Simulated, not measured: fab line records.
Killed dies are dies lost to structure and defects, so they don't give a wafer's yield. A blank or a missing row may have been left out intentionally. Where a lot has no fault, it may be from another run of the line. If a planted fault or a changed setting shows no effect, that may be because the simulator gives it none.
fab line records -- flow sky130
[record] lots = 12, wafers = 36, last_day = 50
route steps=708 shown CONTACT@431 METAL1@437 VIA1@458
lots untouched by any fault: they come from a run of this same line in which no faults occurred
start_h: start of the lot's first displayed wafer, in hours after the record's first day -- wait_h: time in hours since the lot's previous step -- " the same as in the row above -- L1.1+2: a row that stands for several wafers -- - value missing, or start not given -- * or withheld: withheld -- < > ~ a bound
route shown NAME@n: a module of which the file shows steps, and the number in the route of the first -- usual: mean/standard deviation taken from wafers without a fault -- same: alike in all rows -- chamber/n: place in a boat -- sites: the reading at each site -- _std_site: standard deviation across them -- _edge_site: inner sites' mean taken away from outer sites' mean -- radius_mm: for every site, how far away it sits from the centre of the wafer -- mask NAME#n: copy n -- behind: the tool/chamber that last shaped the wafer -- hold: reason for holding the lot/hours on hold/outcome of the hold -- device: the transistor (n, p or np) that didn't switch -- end of line: tests of these same wafers at the route's end -- a step given without rows: its recipe and nothing more -- killed: at the first sort, the dies lost to defects and structure; wafer yield is something else -- map: a wafer's dies, x killed, . not, _ none there
set.NAME: the setting as run; set.NAME@STEP: as run at that earlier step -- model.NAME: the simulator's own value behind a step, which no gauge read
a sample of lots followed through the steps of the route, with each step as a table and each wafer as a row
services: the hour from which a tool's chamber was out of use, counted from the record's first day as start_h (under 0 if before that day), plus the number of hours and why
[[steps]]
[step SKY_CONTACT_RS_MEAS_25]
[recipe] thk_meas_gauge = four-point-probe, reads = W_of_CONTACT_CVD_24+TiN_of_CONTACT_SPUTTER_23
[usual] CONTACT_W_RS = 0.338/0.0037
lot.wafer,tool,chamber,start_h,wait_h,CONTACT_W_RS[ohm/sq]
L373.4,film_metro-03,-,752.12,0.1,0.343
L373.5,film_metro-03,-,752.12,0.1,0.343
L373.6,film_metro-03,-,752.12,0.1,0.344
L374.1,film_metro-04,-,765.01,0.1,0.337
L374.2,film_metro-04,-,765.01,0.1,0.340
L374.4,film_metro-04,-,765.01,0.1,0.334
L375.1,film_metro-04,-,768.67,0.1,0.342
L375.2,film_metro-04,-,768.67,0.1,0.336
L375.5,film_metro-04,-,768.67,0.1,0.336
L376.1,film_metro-04,-,777.72,0.1,0.337
L376.2,film_metro-04,-,777.72,0.1,0.338
L376.3,film_metro-04,-,777.72,0.1,0.340
L377.2,film_metro-04,-,780.22,0.1,0.337
L377.3,film_metro-04,-,780.22,0.1,0.335
L377.6,film_metro-04,-,780.22,0.1,0.339
L378.1,film_metro-01,-,791.67,0.1,0.342
L378.3,film_metro-01,-,791.67,0.1,0.342
L378.6,film_metro-01,-,791.67,0.1,0.343
L379.4,film_metro-03,-,793.69,0.1,0.332
L379.5,film_metro-03,-,793.69,0.1,0.332
L379.6,film_metro-03,-,793.69,0.1,0.333
L380.4,film_metro-03,-,803.08,0.1,0.340
L380.5,film_metro-03,-,803.08,0.1,0.339
L380.6,film_metro-03,-,803.08,0.1,0.341
L392.1,film_metro-03,-,885.27,0.1,0.332
L392.3,film_metro-03,-,885.27,0.1,0.336
L392.4,film_metro-03,-,885.27,0.1,0.336
L393.1,film_metro-04,-,901.96,0.1,0.341
L393.3,film_metro-04,-,901.96,0.1,0.336
L393.6,film_metro-04,-,901.96,0.1,0.337
L394.1,film_metro-01,-,910.00,0.1,0.343
L394.2,film_metro-01,-,910.00,0.1,0.338
L394.3,film_metro-01,-,910.00,0.1,0.344
L395.3,film_metro-04,-,920.55,0.1,0.334
L395.4,film_metro-04,-,920.55,0.1,0.331
L395.6,film_metro-04,-,920.55,0.1,0.334
[step SKY_METAL1_SPUTTER_03]
[recipe] material = Ti, target_thk_nm = 5, power_w = 3000, time_s = 3.3, chamber_pressure_pa = 0.4
[usual] throttle_valve_pct = 30.4/0.54
lot.wafer,tool,chamber,start_h,wait_h,throttle_valve_pct
L373.4,pvd_sputter-01,-,752.61,0.0,30.9
L373.5,pvd_sputter-01,-,752.61,0.0,29.6
L373.6,pvd_sputter-01,-,752.61,0.0,30.7
L374.1,pvd_sputter-03,-,765.57,0.0,30.3
L374.2,pvd_sputter-03,-,765.57,0.0,31.2
L374.4,pvd_sputter-03,-,765.57,0.0,29.6
L375.1,pvd_sputter-03,-,769.23,0.0,30.8
L375.2,pvd_sputter-03,-,769.23,0.0,29.7
L375.5,pvd_sputter-03,-,769.23,0.0,30.2
L376.1,pvd_sputter-01,-,778.27,0.0,30.7
L376.2,pvd_sputter-01,-,778.27,0.0,30.0
L376.3,pvd_sputter-01,-,778.27,0.0,29.7
L377.2,pvd_sputter-03,-,780.75,0.0,30.4
L377.3,pvd_sputter-03,-,780.75,0.0,30.1
L377.6,pvd_sputter-03,-,780.75,0.0,30.3
L378.1,pvd_sputter-01,-,792.23,0.0,31.0
L378.3,pvd_sputter-01,-,792.23,0.0,30.1
L378.6,pvd_sputter-01,-,792.23,0.0,30.8
L379.4,pvd_sputter-01,-,794.28,0.0,30.8
L379.5,pvd_sputter-01,-,794.28,0.0,29.9
L379.6,pvd_sputter-01,-,794.28,0.0,30.8
L380.4,pvd_sputter-03,-,803.57,0.0,30.2
L380.5,pvd_sputter-03,-,803.57,0.0,31.2
L380.6,pvd_sputter-03,-,803.57,0.0,30.0
L392.1,pvd_sputter-04,-,885.82,0.0,31.8
L392.3,pvd_sputter-04,-,885.82,0.0,30.5
L392.4,pvd_sputter-04,-,885.82,0.0,29.3
L393.1,pvd_sputter-01,-,902.51,0.0,30.9
L393.3,pvd_sputter-01,-,902.51,0.0,30.1
L393.6,pvd_sputter-01,-,902.51,0.0,30.8
L394.1,pvd_sputter-01,-,910.87,0.0,29.9
L394.2,pvd_sputter-01,-,910.87,0.0,30.8
L394.3,pvd_sputter-01,-,910.87,0.0,30.7
L395.3,pvd_sputter-03,-,921.07,0.0,30.8
L395.4,pvd_sputter-03,-,921.07,0.0,30.1
L395.6,pvd_sputter-03,-,921.07,0.0,30.9
[step SKY_METAL1_METAL_ETCH_19]
[recipe] target_depth_a = 3600, stop_on = SiO2, over_etch_frac = 0.3, time_s = 78, chemistry = Cl2/BCl3, resist_sidewall_deg = 88, pressure_mtorr = 10, icp_w = 900, bias_w = 48.5, Cl2_flow_sccm = 60, bcl3_flow_sccm = 30
[usual] drypump_motor_current_A = 5.7/0.46, oes_product_au = 0.854/0.0051, throttle_valve_pct = 22.264/0.0091
lot.wafer,tool,chamber,start_h,wait_h,drypump_motor_current_A,oes_product_au,rf_hours_counter_h,throttle_valve_pct
L373.4,rie_metal-02,0,779.05,0.1,6.4,0.849,-,22.268
L373.5,rie_metal-02,1,779.05,0.1,5.2,0.859,-,22.248
L373.6,rie_metal-02,0,779.05,0.1,6.4,0.854,-,22.272
L374.1,rie_metal-04,1,792.84,0.0,5.3,0.852,1,22.267
L374.2,rie_metal-04,0,792.84,0.0,6.3,0.852,14,22.278
L374.4,rie_metal-04,1,792.84,0.0,5.3,0.856,-,22.274
L375.1,rie_metal-02,0,796.48,0.0,6.4,0.859,11,22.264
L375.2,rie_metal-02,1,796.48,0.0,5.2,0.854,12,22.264
L375.5,rie_metal-02,1,796.48,0.0,5.2,0.858,-,22.244
L376.1,rie_metal-04,1,805.48,0.1,5.3,0.854,1,22.258
L376.2,rie_metal-04,1,805.48,0.1,5.3,0.859,-,22.265
L376.3,rie_metal-04,1,805.48,0.1,5.3,0.856,-,22.261
L377.2,rie_metal-03,1,807.78,0.0,5.7,0.856,16,22.261
L377.3,rie_metal-03,1,807.78,0.0,5.7,0.866,-,22.264
L377.6,rie_metal-03,1,807.78,0.0,5.7,0.864,-,22.276
L378.1,rie_metal-03,0,819.41,0.1,5.5,0.860,15,22.275
L378.3,rie_metal-03,0,819.41,0.1,5.5,0.861,-,22.248
L378.6,rie_metal-03,0,819.41,0.1,5.5,0.852,-,22.259
L379.4,rie_metal-03,0,821.06,0.1,5.5,0.850,-,22.272
L379.5,rie_metal-03,0,821.06,0.1,5.4,0.855,-,22.249
L379.6,rie_metal-03,0,821.06,0.1,5.4,0.849,-,22.268
L380.4,rie_metal-03,0,830.30,0.1,5.5,0.856,-,22.270
L380.5,rie_metal-03,0,830.30,0.1,5.5,0.848,-,22.264
L380.6,rie_metal-03,0,830.30,0.1,5.5,0.845,-,22.251
L392.1,rie_metal-04,1,911.92,0.0,5.3,0.861,7,22.257
L392.3,rie_metal-04,1,911.92,0.0,5.3,0.847,-,22.280
L392.4,rie_metal-04,0,911.92,0.0,6.4,0.844,-,22.264
L393.1,rie_metal-03,1,927.97,0.1,5.7,0.849,4,22.256
L393.3,rie_metal-03,1,927.97,0.1,5.7,0.852,-,22.271
L393.6,rie_metal-03,1,927.97,0.1,5.7,0.852,-,22.258
L394.1,rie_metal-04,1,936.12,0.0,5.3,0.855,8,22.259
L394.2,rie_metal-04,0,936.12,0.0,6.3,0.855,4,22.270
L394.3,rie_metal-04,1,936.12,0.0,5.3,0.850,-,22.266
L395.3,rie_metal-02,1,945.94,0.1,5.2,0.850,-,22.270
L395.4,rie_metal-02,1,945.94,0.1,5.2,0.850,-,22.255
L395.6,rie_metal-02,1,945.94,0.1,5.2,0.858,-,22.273
[step SKY_VIA1_HDPCVD_00]
[recipe] material = SiO2, target_thk_nm = 1030, sigma_open_frac = 0.3, time_s = 171.7, temp_c = 400, sih4_flow_sccm = 60, pressure_mtorr = 6
lot.wafer,tool,chamber,start_h,wait_h
L373.4+5+6,hdpcvd-01,"2,1,0",779.76,0.1
L374.1+2+4,hdpcvd-02,"2,1,1",793.52,0.0
L375.1+2+5,hdpcvd-02,"2,0,0",797.17,0.0
L376.1+2+3,hdpcvd-01,"0,1,2",806.26,0.0
L377.2+3+6,hdpcvd-01,"0,1,0",808.47,0.0
L378.1+3+6,hdpcvd-01,"1,0,1",820.19,0.0
L379.4+5+6,hdpcvd-01,"0,2,1",821.80,0.1
L380.4+5+6,hdpcvd-01,"1,0,2",831.07,0.1
L392.1+3+4,hdpcvd-02,"1,2,1",912.64,0.0
L393.1+3+6,hdpcvd-01,"1,0,0",928.75,0.0
L394.1+2+3,hdpcvd-02,"2,0,1",936.81,0.0
L395.3+4+6,hdpcvd-02,"2,2,1",946.66,0.0
[step SKY_VIA1_THK_MEAS_01]
[recipe] reads = SiO2_of_VIA1_HDPCVD_00
[usual] VIA1_HDPCVD_THK = 1031/10
lot.wafer,tool,chamber,start_h,wait_h,VIA1_HDPCVD_THK[nm]
L373.4,film_metro-02,-,779.84,0.0,1018
L373.5,film_metro-02,-,779.84,0.0,1017
L373.6,film_metro-02,-,779.84,0.0,1017
L374.1,film_metro-02,-,793.63,0.1,1029
L374.2,film_metro-02,-,793.63,0.1,1032
L374.4,film_metro-02,-,793.63,0.1,1035
L375.1,film_metro-01,-,797.28,0.1,1044
L375.2,film_metro-01,-,797.28,0.1,1026
L375.5,film_metro-01,-,797.28,0.1,1021
L376.1,film_metro-01,-,806.37,0.1,1013
L376.2,film_metro-01,-,806.37,0.1,1011
L376.3,film_metro-01,-,806.37,0.1,1029
L377.2,film_metro-01,-,808.60,0.1,1034
L377.3,film_metro-01,-,808.60,0.1,1040
L377.6,film_metro-01,-,808.60,0.1,1028
L378.1,film_metro-02,-,820.30,0.1,709
L378.3,film_metro-02,-,820.30,0.1,723
L378.6,film_metro-02,-,820.30,0.1,716
L379.4,film_metro-03,-,821.88,0.0,730
L379.5,film_metro-03,-,821.88,0.0,743
L379.6,film_metro-03,-,821.88,0.0,733
L380.4,film_metro-03,-,831.16,0.0,737
L380.5,film_metro-03,-,831.16,0.0,742
L380.6,film_metro-03,-,831.16,0.0,737
L392.1,film_metro-03,-,912.75,0.1,1029
L392.3,film_metro-03,-,912.75,0.1,1036
L392.4,film_metro-03,-,912.75,0.1,1023
L393.1,film_metro-01,-,928.86,0.1,1036
L393.3,film_metro-01,-,928.86,0.1,1048
L393.6,film_metro-01,-,928.86,0.1,1043
L394.1,film_metro-01,-,936.92,0.1,1037
L394.2,film_metro-01,-,936.92,0.1,1033
L394.3,film_metro-01,-,936.92,0.1,1031
L395.3,film_metro-03,-,946.79,0.1,1032
L395.4,film_metro-03,-,946.79,0.1,1054
L395.6,film_metro-03,-,946.79,0.1,1029
[[services]]
tool,chamber,start_h,hours,kind
rie_metal-02,-,761.53,2.8,pm
pvd_sputter-04,-,770.27,6.0,repair
pvd_sputter-04,-,791.63,6.7,repair
pvd_sputter-01,1,800.69,-,consumable_replace:kit
pvd_sputter-01,1,800.69,18.0,scheduled_down
pvd_sputter-01,1,800.69,18.0,vent_cycle
rie_metal-03,1,814.11,-,clean
rie_metal-03,1,814.11,25.8,scheduled_down
rie_metal-03,1,814.11,25.8,vent_cycle
pvd_sputter-03,-,814.96,2.6,repair
pvd_sputter-04,-,822.06,1.9,repair
hdpcvd-02,-,823.52,1.1,repair
pvd_sputter-04,-,825.36,3.1,repair
pvd_sputter-03,0,856.74,-,consumable_replace:kit
pvd_sputter-03,0,856.74,18.0,scheduled_down
pvd_sputter-03,0,856.74,18.0,vent_cycle
pvd_sputter-03,-,858.00,2.0,repair
hdpcvd-02,-,874.69,2.6,repair
pvd_sputter-03,-,911.76,4.0,repair
rie_metal-03,0,921.12,-,clean
rie_metal-03,0,921.12,22.3,scheduled_down
pvd_sputter-01,0,943.35,-,consumable_replace:kit
pvd_sputter-01,0,943.35,18.0,scheduled_down
pvd_sputter-01,0,943.35,18.0,vent_cycle
[[key]]
[first_sign] step = SKY_VIA1_THK_MEAS_01, reading = VIA1_HDPCVD_THK, direction = down, sigmas = 29, usual = 1031, struck = 730
effect none on later readings
met_at SKY_VIA1_HDPCVD_00
struck_lots L378,L379,L380
not_acting_at SKY_CONTACT_RS_MEAS_25,SKY_METAL1_SPUTTER_03,SKY_METAL1_METAL_ETCH_19
onset_between 808.47 820.19
[fault] kind = process_parameter_drift, tool = hdpcvd-01, chamber = -, onset_h = 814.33, steps = SKY_VIA1_HDPCVD_00, channel = target_thk_nm, offset = -295.2, shape = step, end_h = 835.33, acts_in = these_recipes_only, stated = 1030
